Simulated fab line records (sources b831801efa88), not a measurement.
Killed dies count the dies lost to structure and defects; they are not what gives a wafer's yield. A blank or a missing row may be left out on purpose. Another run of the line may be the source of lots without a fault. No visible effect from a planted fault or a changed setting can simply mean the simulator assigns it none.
The tool behind it: which one? ; flow sky130 ; 18 wafers from 6 lots sampled at 2 of the route's 708 steps

== WHAT THE GAUGES SHOWED, per wafer ==
SKY_VT_ADJUST_NCORE_CD_MEAS_07: target cd 380 nm.
lot;measured;on;cdNm (nm)
L475;day 9 10:14;cdSem-01;376.6 376.1 377.0
L479;day 10 17:41;cdSem-02;383.4 382.6 382.1
L481;day 11 02:49;cdSem-01;381.8 381.9 380.7
L484;day 12 06:05;cdSem-02;382.6 383.4 382.9
L493;day 14 21:50;cdSem-02;376.6 381.5 379.6
L495;day 15 10:01;cdSem-01;378.2 377.3 378.0

== WHAT TOOL EACH LOT RAN ON (gives the tool, then ch and the chambers of the sampled wafers, and finally the start) ==
lot;SKY_VT_ADJUST_NCORE_EXPOSE_04
L475;ilineStepper-01 ch 0, day 8 23:33
L479;ilineStepper-02 ch 0, day 10 06:32
L481;ilineStepper-01 ch 0, day 10 15:15
L484;ilineStepper-01 ch 0, day 11 18:38
L493;ilineStepper-02 ch 0, day 14 08:10
L495;ilineStepper-02 ch 0, day 14 20:40
- SKY_VT_ADJUST_NCORE_EXPOSE_04: exposes mask LVTN COMPLEMENT THIN, target cd 380 nm.

== THE ANSWER, worked out from the rows above alone ==
Rule: what is usual is taken from the lots themselves. The widest of any qualifying gaps counts: lots, ordered by their means at a reading, are off when they make up no more than a third of the lots, leave a main group of 4 or more, and stand apart from it by 3 or more times the standard deviation of that group's means. Not used: any main group whose means are identical at the precision the tables above print for the reading. Also off: a lot with no number at a reading for which 4 or more lots have one. Any other lot the step has rows for is counted as sound.
None of the lots is off at any reading shown; this tells nothing.

== WHAT THE SIMULATOR PUT IN ==
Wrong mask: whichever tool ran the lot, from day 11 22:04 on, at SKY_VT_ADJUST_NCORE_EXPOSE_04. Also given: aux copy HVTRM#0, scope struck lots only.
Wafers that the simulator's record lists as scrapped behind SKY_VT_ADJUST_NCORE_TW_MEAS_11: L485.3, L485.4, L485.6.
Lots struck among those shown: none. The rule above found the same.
